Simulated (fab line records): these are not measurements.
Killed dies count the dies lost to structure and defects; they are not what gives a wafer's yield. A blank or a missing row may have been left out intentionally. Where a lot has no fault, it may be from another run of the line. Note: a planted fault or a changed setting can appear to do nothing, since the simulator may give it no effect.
fab line records ; flow gf180mcu
[record] lots = 24; wafers = 72; lastDay = 34
route steps=602 shown STI@16 CONTACT@303 M2@366 V2@384 V3@453 M4@462
lots that met no fault: from a run of the same line without faults
startH: start of the lot's first displayed wafer, in hours after the record's first day ; waitH: time in hours since the lot's previous step ; " identical to the entry in the row above ; L1.1+2: a single row standing in for several wafers ; - no value, or no start given ; * or withheld: withheld ; < > ~ a bound
route shown NAME@n: names a module that has steps shown in the file, with the first one's number in the route ; usual: mean/standard deviation of fault-free wafers ; same: alike in all rows ; chamber/n: place in a boat ; sites: the reading at each site ; _std_site: standard deviation of those values ; _edge_site: inner sites' mean taken away from outer sites' mean ; radiusMm: how far each site lies from the wafer's centre ; mask NAME#n: copy n ; behind: the last tool/chamber to shape the wafer ; hold: why the lot was held/for how many hours/how that ended ; device: transistor that didn't switch, given as n, p or np ; end of line: the tests these same wafers got at the end of their route ; for a step that has no rows: nothing shown but its recipe ; killed: count of dies lost to structure and defects at first sort (not the wafer's yield) ; map: shows each die of a wafer: x if killed, . if not, _ if none is there
set.NAME: the setting as run; set.NAME@STEP: as run at that earlier step ; model.NAME: the simulator's own value behind a step, which no gauge read
the route's steps for a sample of lots (tables are steps, rows are wafers)
services: when a tool's chamber went out of use (startH, in hours from the record's first day, below 0 if earlier), for how many hours, and the reason
[[steps]]
[step GF_STI_STRIP_15]
[recipe] chemistry = O2/N2; powerW = 1400; pressureMtorr = 1500; platenTempC = 250; o2FlowSccm = 3000; n2FlowSccm = 300; overashFraction = 0.5
[usual] drypumpMotorCurrentA = 5.6/0.58; heaterPowerW = 357/50; oesProductAu = 0.384/0.0047; stripTimeToEndpointS = 3.72/0.041
lot.wafer;tool;chamber;startH;waitH;drypumpMotorCurrentA;heaterPowerW;oesProductAu;rfHoursCounterH;stripTimeToEndpointS
L074.3;plasmaAsher-01;1;25.66;0.1;6.0;318;0.383;-;3.72
L074.4;plasmaAsher-01;0;25.66;0.1;6.6;413;0.379;-;3.68
L074.5;plasmaAsher-01;1;25.66;0.1;6.0;317;0.379;-;3.66
L075.1;plasmaAsher-01;0;30.90;0.0;6.7;413;0.388;38;3.79
L075.3;plasmaAsher-01;1;30.90;0.0;6.0;314;0.380;-;3.69
L075.6;plasmaAsher-01;1;30.90;0.0;6.0;325;0.387;-;3.74
L076.2;plasmaAsher-04;0;36.51;0.0;5.0;298;0.386;38;3.68
L076.3;plasmaAsher-04;0;36.51;0.0;5.0;295;0.386;-;3.78
L076.4;plasmaAsher-04;1;36.51;0.0;5.2;426;0.377;-;3.69
L077.2;plasmaAsher-01;0;42.30;0.0;6.7;410;0.389;39;3.77
L077.3;plasmaAsher-01;1;42.30;0.0;6.0;317;0.382;-;3.70
L077.5;plasmaAsher-01;1;42.30;0.0;6.0;316;0.393;-;3.69
L078.1;plasmaAsher-04;1;46.71;0.0;5.2;423;0.383;40;3.79
L078.2;plasmaAsher-04;0;46.71;0.0;5.0;304;0.385;40;3.73
L078.6;plasmaAsher-04;1;46.71;0.0;5.2;437;0.383;-;3.74
L079.3;plasmaAsher-03;0;51.68;0.1;5.4;354;0.383;-;3.69
L079.5;plasmaAsher-03;0;51.68;0.1;5.5;355;0.384;-;3.67
L079.6;plasmaAsher-03;1;51.68;0.1;5.1;334;0.383;-;3.74
L080.3;plasmaAsher-01;1;57.06;0.1;6.0;316;0.383;-;3.77
L080.4;plasmaAsher-01;0;57.06;0.1;6.7;405;0.389;-;3.69
L080.5;plasmaAsher-01;0;57.06;0.1;6.7;414;0.390;-;3.77
L081.2;plasmaAsher-01;0;61.38;0.0;6.6;408;0.380;41;3.69
L081.3;plasmaAsher-01;1;61.38;0.0;6.0;315;0.385;-;3.77
L081.5;plasmaAsher-01;0;61.38;0.0;6.6;417;0.385;-;3.71
L082.2;plasmaAsher-01;1;67.75;0.0;6.0;317;0.385;42;3.68
L082.3;plasmaAsher-01;1;67.75;0.0;6.0;322;0.383;-;3.72
L082.6;plasmaAsher-01;0;67.75;0.0;6.6;420;0.388;-;3.71
L083.1;plasmaAsher-04;1;74.00;0.0;5.2;427;0.384;43;3.76
L083.5;plasmaAsher-04;0;74.00;0.0;5.0;298;0.385;-;3.77
L083.6;plasmaAsher-04;1;74.00;0.0;5.2;423;0.382;-;3.75
L084.2;plasmaAsher-04;1;77.85;0.0;5.2;436;0.380;44;3.64
L084.4;plasmaAsher-04;0;77.85;0.0;5.0;297;0.379;-;3.65
L084.6;plasmaAsher-04;1;77.85;0.0;5.2;421;0.378;-;3.63
L085.2;plasmaAsher-01;1;82.50;0.0;6.0;315;0.381;44;3.74
L085.4;plasmaAsher-01;0;82.50;0.0;6.6;416;0.389;-;3.82
L085.5;plasmaAsher-01;0;82.50;0.0;6.6;412;0.385;-;3.73
L086.3;plasmaAsher-03;1;87.76;0.1;5.1;340;0.383;-;3.71
L086.4;plasmaAsher-03;0;87.76;0.1;5.4;353;0.386;-;3.72
L086.6;plasmaAsher-03;0;87.76;0.1;5.5;353;0.385;-;3.73
L087.2;plasmaAsher-04;0;93.95;0.0;5.0;305;0.385;45;3.67
L087.3;plasmaAsher-04;1;93.95;0.0;5.2;429;0.382;-;3.69
L087.5;plasmaAsher-04;1;93.95;0.0;5.2;443;0.383;-;3.81
L088.1;plasmaAsher-04;1;97.81;0.0;5.2;426;0.383;46;3.71
L088.3;plasmaAsher-04;1;97.81;0.0;5.2;436;0.384;-;3.73
L088.6;plasmaAsher-04;1;97.81;0.0;5.2;417;0.380;-;3.74
L089.3;plasmaAsher-03;1;103.11;0.1;5.1;334;0.389;-;3.75
L089.4;plasmaAsher-03;0;103.11;0.1;5.4;350;0.387;-;3.65
L089.6;plasmaAsher-03;1;103.11;0.1;5.1;329;0.381;-;3.74
L090.1;plasmaAsher-01;1;109.57;0.0;6.0;323;0.378;47;3.72
L090.2;plasmaAsher-01;0;109.57;0.0;6.7;413;0.383;47;3.70
L090.3;plasmaAsher-01;1;109.57;0.0;6.0;312;0.386;-;3.70
L091.1;plasmaAsher-04;0;112.86;0.0;5.0;293;0.382;47;3.68
L091.3;plasmaAsher-04;1;112.86;0.0;5.2;429;0.384;-;3.63
L091.6;plasmaAsher-04;0;112.86;0.0;5.0;293;0.381;-;3.69
L092.3;plasmaAsher-03;1;118.91;0.1;5.1;326;0.386;-;3.74
L092.4;plasmaAsher-03;0;118.91;0.1;5.4;352;0.399;-;3.77
L092.6;plasmaAsher-03;0;118.91;0.1;5.4;345;0.380;-;3.76
L093.2;plasmaAsher-03;1;123.75;0.0;5.1;322;0.385;1;3.80
L093.3;plasmaAsher-03;0;123.75;0.0;5.3;333;0.384;-;3.67
L093.4;plasmaAsher-03;1;123.75;0.0;5.1;329;0.380;-;3.67
L094.2;plasmaAsher-03;1;130.30;0.0;5.1;319;0.383;2;3.69
L094.5;plasmaAsher-03;0;130.30;0.0;5.4;345;0.379;-;3.71
L094.6;plasmaAsher-03;1;130.30;0.0;5.1;326;0.378;-;3.72
L095.1;plasmaAsher-03;0;133.05;0.0;5.4;345;0.383;2;3.73
L095.3;plasmaAsher-03;0;133.05;0.0;5.4;342;0.392;-;3.77
L095.5;plasmaAsher-03;0;133.05;0.0;5.4;349;0.384;-;3.78
L096.1;plasmaAsher-03;1;139.32;0.0;5.1;326;0.382;3;3.66
L096.2;plasmaAsher-03;0;139.32;0.0;5.4;344;0.377;3;3.73
L096.6;plasmaAsher-03;0;139.32;0.0;5.4;344;0.387;-;3.77
L097.3;plasmaAsher-04;0;143.73;0.1;5.0;297;0.378;-;3.70
L097.4;plasmaAsher-04;1;143.73;0.1;5.2;435;0.384;-;3.78
L097.5;plasmaAsher-04;1;143.73;0.1;5.2;441;0.386;-;3.77
[step GF_CONTACT_ETCH_16]
[recipe] chemistry = N2/H2; targetDepthA = withheld; overetchA = withheld; timeS = withheld; target = BARC; ionEnergyEv = 200; sourceW = 500; biasW = 100; pressureMtorr = 30; n2FlowSccm = 100; h2FlowSccm = 200
[usual] drypumpMotorCurrentA = 5.9/0.39; oesProductAu = 0.855/0.0053; throttleValvePct = 13.224/0.0094
lot.wafer;tool;chamber;startH;waitH;drypumpMotorCurrentA;oesProductAu;throttleValvePct
L074.3;rieDiel-04;3;365.88;0.0;5.8;0.863;13.227
L074.4;rieDiel-04;0;365.88;0.0;5.5;0.854;13.225
L074.5;rieDiel-04;2;365.88;0.0;5.8;0.853;13.205
L075.1;rieDiel-02;0;371.88;0.0;5.7;0.845;13.233
L075.3;rieDiel-02;1;371.88;0.0;6.6;0.854;13.215
L075.6;rieDiel-02;1;371.88;0.0;6.6;0.845;13.236
L076.2;rieDiel-02;1;382.93;0.0;6.6;0.850;13.236
L076.3;rieDiel-02;0;382.93;0.0;5.7;0.857;13.216
L076.4;rieDiel-02;1;382.93;0.0;6.6;0.856;13.216
L077.2;rieDiel-02;3;395.25;0.0;6.4;0.850;13.213
L077.3;rieDiel-02;0;395.25;0.0;5.7;0.860;13.214
L077.5;rieDiel-02;2;395.25;0.0;5.5;0.851;13.220
L078.1;rieDiel-04;3;399.80;0.0;5.7;0.854;13.222
L078.2;rieDiel-04;0;399.80;0.0;5.5;0.858;13.226
L078.6;rieDiel-04;0;399.80;0.0;5.5;0.855;13.211
L079.3;rieDiel-03;1;413.70;0.0;5.9;0.858;13.210
L079.5;rieDiel-03;2;413.70;0.0;5.3;0.856;13.230
L079.6;rieDiel-03;3;413.70;0.0;6.0;0.865;13.221
L080.3;rieDiel-03;1;423.73;0.0;5.9;0.851;13.221
L080.4;rieDiel-03;3;423.73;0.0;6.0;0.848;13.217
L080.5;rieDiel-03;1;423.73;0.0;5.9;0.855;13.237
L081.2;rieDiel-04;2;430.45;0.0;5.8;0.861;13.223
L081.3;rieDiel-04;0;430.45;0.0;5.5;0.854;13.230
L081.5;rieDiel-04;3;430.45;0.0;5.7;0.860;13.229
L082.2;rieDiel-04;1;435.88;0.0;5.8;0.863;13.231
L082.3;rieDiel-04;2;435.88;0.0;5.8;0.855;13.223
L082.6;rieDiel-04;2;435.88;0.0;5.8;0.849;13.228
L083.1;rieDiel-02;3;447.54;0.0;6.4;0.854;13.228
L083.5;rieDiel-02;0;447.54;0.0;5.7;0.861;13.235
L083.6;rieDiel-02;3;447.54;0.0;6.4;0.849;13.218
L084.2;rieDiel-03;1;457.43;0.0;5.9;0.858;13.224
L084.4;rieDiel-03;2;457.43;0.0;5.3;0.852;13.232
L084.6;rieDiel-03;2;457.43;0.0;5.3;0.855;13.242
L085.2;rieDiel-02;3;463.29;0.0;6.4;0.852;13.239
L085.4;rieDiel-02;0;463.29;0.0;5.7;0.860;13.221
L085.5;rieDiel-02;0;463.29;0.0;5.7;0.853;13.211
L086.3;rieDiel-03;0;465.14;0.0;6.6;0.861;13.225
L086.4;rieDiel-03;2;465.14;0.0;5.3;0.852;13.224
L086.6;rieDiel-03;1;465.14;0.0;5.9;0.858;13.229
L087.2;rieDiel-03;3;480.83;0.0;6.0;0.844;13.221
L087.3;rieDiel-03;0;480.83;0.0;6.6;0.859;13.221
L087.5;rieDiel-03;3;480.83;0.0;6.0;0.861;13.239
L088.1;rieDiel-04;1;487.35;0.0;5.8;0.856;13.209
L088.3;rieDiel-04;2;487.35;0.0;5.8;0.859;13.220
L088.6;rieDiel-04;0;487.35;0.0;5.5;0.864;13.216
L089.3;rieDiel-04;1;497.83;0.0;5.7;0.863;13.231
L089.4;rieDiel-04;3;497.83;0.0;5.7;0.865;13.231
L089.6;rieDiel-04;1;497.83;0.0;5.8;0.851;13.238
L090.1;rieDiel-02;1;502.42;0.0;6.7;0.859;13.214
L090.2;rieDiel-02;0;502.42;0.0;5.7;0.849;13.217
L090.3;rieDiel-02;2;502.42;0.0;5.5;0.864;13.201
L091.1;rieDiel-04;1;510.92;0.0;5.7;0.863;13.217
L091.3;rieDiel-04;3;510.92;0.0;5.7;0.854;13.209
L091.6;rieDiel-04;3;510.92;0.0;5.7;0.854;13.237
L092.3;rieDiel-04;0;520.80;0.0;5.5;0.853;13.208
L092.4;rieDiel-04;2;520.80;0.0;5.8;0.849;13.221
L092.6;rieDiel-04;3;520.80;0.0;5.7;0.852;13.223
L093.2;rieDiel-04;0;529.17;0.0;5.5;0.859;13.226
L093.3;rieDiel-04;1;529.17;0.0;5.8;0.845;13.217
L093.4;rieDiel-04;3;529.17;0.0;5.7;0.862;13.231
L094.2;rieDiel-02;0;533.85;0.0;5.7;0.866;13.215
L094.5;rieDiel-02;1;533.85;0.0;6.7;0.852;13.225
L094.6;rieDiel-02;0;533.85;0.0;5.7;0.854;13.237
L095.1;rieDiel-04;0;541.65;0.0;5.5;0.853;13.231
L095.3;rieDiel-04;3;541.65;0.0;5.7;0.856;13.218
L095.5;rieDiel-04;3;541.65;0.0;5.7;0.865;13.224
L096.1;rieDiel-04;0;554.99;0.0;5.5;0.856;13.214
L096.2;rieDiel-04;2;554.99;0.0;5.8;0.851;13.225
L096.6;rieDiel-04;3;554.99;0.0;5.7;0.848;13.207
L097.3;rieDiel-02;0;555.34;0.0;5.7;0.856;13.233
L097.4;rieDiel-02;0;555.34;0.0;5.7;0.852;13.224
L097.5;rieDiel-02;2;555.34;0.0;5.5;0.846;13.226
[step GF_M2_SPUTTER_04]
[recipe] material = TiN; targetThkNm = 50; powerW = 6500; timeS = 41.7; chamberPressurePa = 0.4
[usual] throttleValvePct = 29.8/1
lot.wafer;tool;chamber;startH;waitH;throttleValvePct
L074.3;pvdSputter-04;-;415.96;0.0;27.5
L074.4;pvdSputter-04;-;415.96;0.0;30.6
L074.5;pvdSputter-04;-;415.96;0.0;31.0
L075.1;pvdSputter-01;-;423.27;0.0;29.2
L075.3;pvdSputter-01;-;423.27;0.0;30.3
L075.6;pvdSputter-01;-;423.27;0.0;30.4
L076.2;pvdSputter-04;-;434.42;0.0;29.8
L076.3;pvdSputter-04;-;434.42;0.0;30.6
L076.4;pvdSputter-04;-;434.42;0.0;31.0
L077.2;pvdSputter-01;-;447.10;0.0;29.7
L077.3;pvdSputter-01;-;447.10;0.0;30.5
L077.5;pvdSputter-01;-;447.10;0.0;30.0
L078.1;pvdSputter-01;-;452.21;0.0;29.1
L078.2;pvdSputter-01;-;452.21;0.0;29.5
L078.6;pvdSputter-01;-;452.21;0.0;29.4
L079.3;pvdSputter-01;-;467.03;0.0;30.4
L079.5;pvdSputter-01;-;467.03;0.0;29.9
L079.6;pvdSputter-01;-;467.03;0.0;30.1
L080.3;pvdSputter-04;-;476.47;0.0;29.6
L080.4;pvdSputter-04;-;476.47;0.0;30.5
L080.5;pvdSputter-04;-;476.47;0.0;31.0
L081.2;pvdSputter-04;-;483.79;0.0;30.6
L081.3;pvdSputter-04;-;483.79;0.0;31.1
L081.5;pvdSputter-04;-;483.79;0.0;31.1
L082.2;pvdSputter-04;-;488.73;0.0;27.5
L082.3;pvdSputter-04;-;488.73;0.0;29.5
L082.6;pvdSputter-04;-;488.73;0.0;30.6
L083.1;pvdSputter-02;-;500.07;0.0;29.6
L083.5;pvdSputter-02;-;500.07;0.0;31.1
L083.6;pvdSputter-02;-;500.07;0.0;29.3
L084.2;pvdSputter-01;-;509.63;0.0;29.7
L084.4;pvdSputter-01;-;509.63;0.0;30.2
L084.6;pvdSputter-01;-;509.63;0.0;30.0
L085.2;pvdSputter-02;-;515.88;0.0;29.2
L085.4;pvdSputter-02;-;515.88;0.0;31.3
L085.5;pvdSputter-02;-;515.88;0.0;29.3
L086.3;pvdSputter-04;-;516.57;0.0;30.7
L086.4;pvdSputter-04;-;516.57;0.0;31.0
L086.6;pvdSputter-04;-;516.57;0.0;30.6
L087.2;pvdSputter-01;-;532.93;0.0;30.4
L087.3;pvdSputter-01;-;532.93;0.0;30.2
L087.5;pvdSputter-01;-;532.93;0.0;30.6
L088.1;pvdSputter-02;-;538.22;0.0;31.1
L088.3;pvdSputter-02;-;538.22;0.0;29.2
L088.6;pvdSputter-02;-;538.22;0.0;28.8
L089.3;pvdSputter-04;-;548.72;0.0;29.6
L089.4;pvdSputter-04;-;548.72;0.0;27.6
L089.6;pvdSputter-04;-;548.72;0.0;29.6
L090.1;pvdSputter-02;-;552.44;0.0;29.3
L090.2;pvdSputter-02;-;552.44;0.0;28.8
L090.3;pvdSputter-02;-;552.44;0.0;31.1
L091.1;pvdSputter-02;-;561.34;0.0;29.4
L091.3;pvdSputter-02;-;561.34;0.0;28.5
L091.6;pvdSputter-02;-;561.34;0.0;29.5
L092.3;pvdSputter-01;-;569.86;0.0;30.4
L092.4;pvdSputter-01;-;569.86;0.0;30.2
L092.6;pvdSputter-01;-;569.86;0.0;28.8
L093.2;pvdSputter-02;-;578.09;0.0;29.3
L093.3;pvdSputter-02;-;578.09;0.0;31.6
L093.4;pvdSputter-02;-;578.09;0.0;29.4
L094.2;pvdSputter-02;-;583.54;0.0;29.3
L094.5;pvdSputter-02;-;583.54;0.0;29.0
L094.6;pvdSputter-02;-;583.54;0.0;29.5
L095.1;pvdSputter-02;-;589.87;0.0;29.1
L095.3;pvdSputter-02;-;589.87;0.0;29.2
L095.5;pvdSputter-02;-;589.87;0.0;28.7
L096.1;pvdSputter-04;-;601.92;0.0;29.7
L096.2;pvdSputter-04;-;601.92;0.0;27.5
L096.6;pvdSputter-04;-;601.92;0.0;29.9
L097.3;pvdSputter-02;-;602.48;0.0;31.4
L097.4;pvdSputter-02;-;602.48;0.0;29.2
L097.5;pvdSputter-02;-;602.48;0.0;31.3
[step GF_V2_CVD_02]
[recipe] material = SiO2; targetThkNm = 850; precursor = TEOS; tempC = 400; timeS = 94.851; rfW = 600
[usual] heaterPowerW = 700/110
lot.wafer;tool;chamber;startH;waitH;heaterPowerW
L074.3;pecvd-02;0;440.58;0.0;776
L074.4;pecvd-02;0;440.58;0.0;882
L074.5;pecvd-02;2;440.58;0.0;665
L075.1;pecvd-02;2;448.53;0.1;642
L075.3;pecvd-02;0;448.53;0.1;815
L075.6;pecvd-02;2;448.53;0.1;687
L076.2;pecvd-04;0;459.91;0.0;596
L076.3;pecvd-04;1;459.91;0.0;657
L076.4;pecvd-04;1;459.91;0.0;706
L077.2;pecvd-02;1;472.33;0.0;956
L077.3;pecvd-02;2;472.33;0.0;715
L077.5;pecvd-02;0;472.33;0.0;912
L078.1;pecvd-03;0;477.93;0.1;554
L078.2;pecvd-03;1;477.93;0.1;584
L078.6;pecvd-03;2;477.93;0.1;645
L079.3;pecvd-03;2;492.03;0.0;678
L079.5;pecvd-03;2;492.03;0.0;522
L079.6;pecvd-03;0;492.03;0.0;603
L080.3;pecvd-02;1;500.97;0.0;795
L080.4;pecvd-02;1;500.97;0.0;844
L080.5;pecvd-02;0;500.97;0.0;878
L081.2;pecvd-02;1;507.74;0.0;788
L081.3;pecvd-02;0;507.74;0.0;930
L081.5;pecvd-02;1;507.74;0.0;878
L082.2;pecvd-04;2;513.75;0.0;750
L082.3;pecvd-04;0;513.75;0.0;663
L082.6;pecvd-04;0;513.75;0.0;702
L083.1;pecvd-03;2;524.82;0.1;641
L083.5;pecvd-03;0;524.82;0.1;580
L083.6;pecvd-03;2;524.82;0.1;662
L084.2;pecvd-02;0;533.86;0.0;879
L084.4;pecvd-02;0;533.86;0.0;942
L084.6;pecvd-02;1;533.86;0.0;928
L085.2;pecvd-03;2;539.82;0.0;634
L085.4;pecvd-03;0;539.82;0.0;477
L085.5;pecvd-03;2;539.82;0.0;653
L086.3;pecvd-04;0;540.35;0.0;689
L086.4;pecvd-04;2;540.35;0.0;800
L086.6;pecvd-04;1;540.35;0.0;758
L087.2;pecvd-04;2;556.45;0.0;685
L087.3;pecvd-04;0;556.45;0.0;732
L087.5;pecvd-04;1;556.45;0.0;716
L088.1;pecvd-04;2;561.70;0.1;696
L088.3;pecvd-04;1;561.70;0.1;607
L088.6;pecvd-04;2;561.70;0.1;748
L089.3;pecvd-03;1;571.01;0.0;605
L089.4;pecvd-03;0;571.01;0.0;586
L089.6;pecvd-03;2;571.01;0.0;654
L090.1;pecvd-03;1;575.84;0.1;680
L090.2;pecvd-03;0;575.84;0.1;540
L090.3;pecvd-03;2;575.84;0.1;624
L091.1;pecvd-02;0;584.06;0.1;879
L091.3;pecvd-02;2;584.06;0.1;703
L091.6;pecvd-02;0;584.06;0.1;900
L092.3;pecvd-04;0;592.36;0.0;675
L092.4;pecvd-04;2;592.36;0.0;785
L092.6;pecvd-04;1;592.36;0.0;599
L093.2;pecvd-04;2;600.32;0.0;787
L093.3;pecvd-04;0;600.32;0.0;703
L093.4;pecvd-04;2;600.32;0.0;647
L094.2;pecvd-02;2;605.46;0.0;623
L094.5;pecvd-02;2;605.46;0.0;563
L094.6;pecvd-02;1;605.46;0.0;831
L095.1;pecvd-03;1;611.90;0.1;716
L095.3;pecvd-03;2;611.90;0.1;624
L095.5;pecvd-03;2;611.90;0.1;652
L096.1;pecvd-04;1;623.00;0.1;767
L096.2;pecvd-04;2;623.00;0.1;799
L096.6;pecvd-04;1;623.00;0.1;586
L097.3;pecvd-02;2;624.15;0.0;512
L097.4;pecvd-02;1;624.15;0.0;842
L097.5;pecvd-02;0;624.15;0.0;768
[step GF_V3_RS_MEAS_24]
[recipe] thkMeasGauge = four-point-probe; reads = W_of_V3_CVD_23+TiN_of_V3_SPUTTER_22+Ti_of_V3_SPUTTER_21
[usual] V3_W_RS = 0.329/0.0038
lot.wafer;tool;chamber;startH;waitH;V3_W_RS[ohm/sq]
L074.3;filmMetro-02;-;517.52;0.1;0.327
L074.4;filmMetro-02;-;517.52;0.1;0.325
L074.5;filmMetro-02;-;517.52;0.1;0.328
L075.1;filmMetro-02;-;524.58;0.1;0.327
L075.3;filmMetro-02;-;524.58;0.1;0.326
L075.6;filmMetro-02;-;524.58;0.1;0.325
L076.2;filmMetro-02;-;536.14;0.1;0.326
L076.3;filmMetro-02;-;536.14;0.1;0.329
L076.4;filmMetro-02;-;536.14;0.1;0.326
L077.2;filmMetro-02;-;546.72;0.1;0.331
L077.3;filmMetro-02;-;546.72;0.1;0.331
L077.5;filmMetro-02;-;546.72;0.1;0.332
L078.1;filmMetro-02;-;552.01;0.1;0.329
L078.2;filmMetro-02;-;552.01;0.1;0.334
L078.6;filmMetro-02;-;552.01;0.1;0.329
L079.3;filmMetro-01;-;565.35;0.1;0.332
L079.5;filmMetro-01;-;565.35;0.1;0.331
L079.6;filmMetro-01;-;565.35;0.1;0.330
L080.3;filmMetro-03;-;573.89;0.1;0.333
L080.4;filmMetro-03;-;573.89;0.1;0.326
L080.5;filmMetro-03;-;573.89;0.1;0.332
L081.2;filmMetro-03;-;579.40;0.1;0.326
L081.3;filmMetro-03;-;579.40;0.1;0.325
L081.5;filmMetro-03;-;579.40;0.1;0.325
L082.2;filmMetro-02;-;586.28;0.1;0.331
L082.3;filmMetro-02;-;586.28;0.1;0.328
L082.6;filmMetro-02;-;586.28;0.1;0.329
L083.1;filmMetro-03;-;595.23;0.1;0.320
L083.5;filmMetro-03;-;595.23;0.1;0.329
L083.6;filmMetro-03;-;595.23;0.1;0.329
L084.2;filmMetro-01;-;604.51;0.1;0.331
L084.4;filmMetro-01;-;604.51;0.1;0.329
L084.6;filmMetro-01;-;604.51;0.1;0.328
L085.2;filmMetro-02;-;610.68;0.1;0.325
L085.4;filmMetro-02;-;610.68;0.1;0.327
L085.5;filmMetro-02;-;610.68;0.1;0.325
L086.3;filmMetro-03;-;610.69;0.1;0.325
L086.4;filmMetro-03;-;610.69;0.1;0.331
L086.6;filmMetro-03;-;610.69;0.1;0.327
L087.2;filmMetro-01;-;625.73;0.1;0.336
L087.3;filmMetro-01;-;625.73;0.1;0.333
L087.5;filmMetro-01;-;625.73;0.1;0.335
L088.1;filmMetro-02;-;629.31;0.1;0.326
L088.3;filmMetro-02;-;629.31;0.1;0.325
L088.6;filmMetro-02;-;629.31;0.1;0.322
L089.3;filmMetro-01;-;638.09;0.1;0.325
L089.4;filmMetro-01;-;638.09;0.1;0.329
L089.6;filmMetro-01;-;638.09;0.1;0.331
L090.1;filmMetro-02;-;643.34;0.1;0.328
L090.2;filmMetro-02;-;643.34;0.1;0.329
L090.3;filmMetro-02;-;643.34;0.1;0.330
L091.1;filmMetro-01;-;650.36;0.1;0.331
L091.3;filmMetro-01;-;650.36;0.1;0.331
L091.6;filmMetro-01;-;650.36;0.1;0.330
L092.3;filmMetro-02;-;658.34;0.1;0.326
L092.4;filmMetro-02;-;658.34;0.1;0.324
L092.6;filmMetro-02;-;658.34;0.1;0.327
L093.2;filmMetro-02;-;664.16;0.1;0.335
L093.3;filmMetro-02;-;664.16;0.1;0.331
L093.4;filmMetro-02;-;664.16;0.1;0.334
L094.2;filmMetro-03;-;669.87;0.1;0.340
L094.5;filmMetro-03;-;669.87;0.1;0.342
L094.6;filmMetro-03;-;669.87;0.1;0.332
L095.1;filmMetro-02;-;676.37;0.1;0.329
L095.3;filmMetro-02;-;676.37;0.1;0.329
L095.5;filmMetro-02;-;676.37;0.1;0.327
L096.1;filmMetro-01;-;686.47;0.1;0.332
L096.2;filmMetro-01;-;686.47;0.1;0.328
L096.6;filmMetro-01;-;686.47;0.1;0.332
L097.3;filmMetro-02;-;687.22;0.1;0.328
L097.4;filmMetro-02;-;687.22;0.1;0.332
L097.5;filmMetro-02;-;687.22;0.1;0.330
[step GF_M4_THK_MEAS_06]
[recipe] thkMeasGauge = xrf; reads = AlCu_of_M4_SPUTTER_02
[usual] M4_ALCU_THK = 440/4.6
lot.wafer;tool;chamber;startH;waitH;M4_ALCU_THK[nm]
L074.3;filmMetro-02;-;518.32;0.1;438
L074.4;filmMetro-02;-;518.32;0.1;435
L074.5;filmMetro-02;-;518.32;0.1;433
L075.1;filmMetro-02;-;525.40;0.1;443
L075.3;filmMetro-02;-;525.40;0.1;436
L075.6;filmMetro-02;-;525.40;0.1;438
L076.2;filmMetro-04;-;536.95;0.1;443
L076.3;filmMetro-04;-;536.95;0.1;441
L076.4;filmMetro-04;-;536.95;0.1;439
L077.2;filmMetro-01;-;547.53;0.1;440
L077.3;filmMetro-01;-;547.53;0.1;440
L077.5;filmMetro-01;-;547.53;0.1;438
L078.1;filmMetro-02;-;552.83;0.1;439
L078.2;filmMetro-02;-;552.83;0.1;435
L078.6;filmMetro-02;-;552.83;0.1;441
L079.3;filmMetro-02;-;566.16;0.1;433
L079.5;filmMetro-02;-;566.16;0.1;442
L079.6;filmMetro-02;-;566.16;0.1;439
L080.3;filmMetro-02;-;574.69;0.1;440
L080.4;filmMetro-02;-;574.69;0.1;438
L080.5;filmMetro-02;-;574.69;0.1;441
L081.2;filmMetro-02;-;580.21;0.1;451
L081.3;filmMetro-02;-;580.21;0.1;448
L081.5;filmMetro-02;-;580.21;0.1;451
L082.2;filmMetro-04;-;587.09;0.1;452
L082.3;filmMetro-04;-;587.09;0.1;443
L082.6;filmMetro-04;-;587.09;0.1;443
L083.1;filmMetro-04;-;596.05;0.1;440
L083.5;filmMetro-04;-;596.05;0.1;435
L083.6;filmMetro-04;-;596.05;0.1;439
L084.2;filmMetro-01;-;605.32;0.1;433
L084.4;filmMetro-01;-;605.32;0.1;439
L084.6;filmMetro-01;-;605.32;0.1;436
L086.3;filmMetro-02;-;611.49;0.1;442
L086.4;filmMetro-02;-;611.49;0.1;441
L086.6;filmMetro-02;-;611.49;0.1;441
L085.2;filmMetro-01;-;611.49;0.1;446
L085.4;filmMetro-01;-;611.49;0.1;445
L085.5;filmMetro-01;-;611.49;0.1;446
L087.2;filmMetro-04;-;626.54;0.1;442
L087.3;filmMetro-04;-;626.54;0.1;443
L087.5;filmMetro-04;-;626.54;0.1;439
L088.1;filmMetro-02;-;630.13;0.1;440
L088.3;filmMetro-02;-;630.13;0.1;444
L088.6;filmMetro-02;-;630.13;0.1;437
L089.3;filmMetro-02;-;638.89;0.1;443
L089.4;filmMetro-02;-;638.89;0.1;443
L089.6;filmMetro-02;-;638.89;0.1;441
L090.1;filmMetro-02;-;644.17;0.1;438
L090.2;filmMetro-02;-;644.17;0.1;443
L090.3;filmMetro-02;-;644.17;0.1;443
L091.1;filmMetro-01;-;651.18;0.1;442
L091.3;filmMetro-01;-;651.18;0.1;439
L091.6;filmMetro-01;-;651.18;0.1;438
L092.3;filmMetro-01;-;659.14;0.1;435
L092.4;filmMetro-01;-;659.14;0.1;433
L092.6;filmMetro-01;-;659.14;0.1;435
L093.2;filmMetro-02;-;664.98;0.1;448
L093.3;filmMetro-02;-;664.98;0.1;439
L093.4;filmMetro-02;-;664.98;0.1;443
L094.2;filmMetro-02;-;670.68;0.1;438
L094.5;filmMetro-02;-;670.68;0.1;436
L094.6;filmMetro-02;-;670.68;0.1;439
L095.1;filmMetro-01;-;677.19;0.1;441
L095.3;filmMetro-01;-;677.19;0.1;441
L095.5;filmMetro-01;-;677.19;0.1;439
L096.1;filmMetro-01;-;687.29;0.1;437
L096.2;filmMetro-01;-;687.29;0.1;431
L096.6;filmMetro-01;-;687.29;0.1;441
L097.3;filmMetro-01;-;688.02;0.1;437
L097.4;filmMetro-01;-;688.02;0.1;444
L097.5;filmMetro-01;-;688.02;0.1;445
[[services]]
tool;chamber;startH;hours;kind
pecvd-02;-;7.93;5.5;pm
pvdSputter-02;-;35.28;3.8;repair
pecvd-02;0;43.55;6.1;repair
rieDiel-04;2;68.87;35.8;repair
pecvd-02;-;102.58;2.8;pm
pecvd-02;-;109.16;1.8;repair
rieDiel-04;0;116.47;8.8;repair
pecvd-02;-;175.27;0.7;repair
pecvd-02;2;189.36;5.8;repair
pecvd-02;-;212.84;1.8;repair
rieDiel-04;0;232.77;3.6;repair
pvdSputter-02;-;241.80;0.7;repair
pecvd-02;-;258.97;4.3;pm
pvdSputter-02;-;278.50;8.9;repair
pecvd-02;1;282.54;6.3;repair
rieDiel-04;-;323.80;14.6;pm
rieDiel-04;-;403.96;0.8;repair
pecvd-02;1;428.01;4.6;repair
pvdSputter-02;-;430.06;6.2;repair
pecvd-02;-;482.03;0.5;repair
pvdSputter-02;-;524.51;4.8;repair
rieDiel-04;2;539.92;2.8;repair
rieDiel-04;3;542.34;6.0;repair
rieDiel-04;2;580.00;8.3;repair
[[key]]
fault none
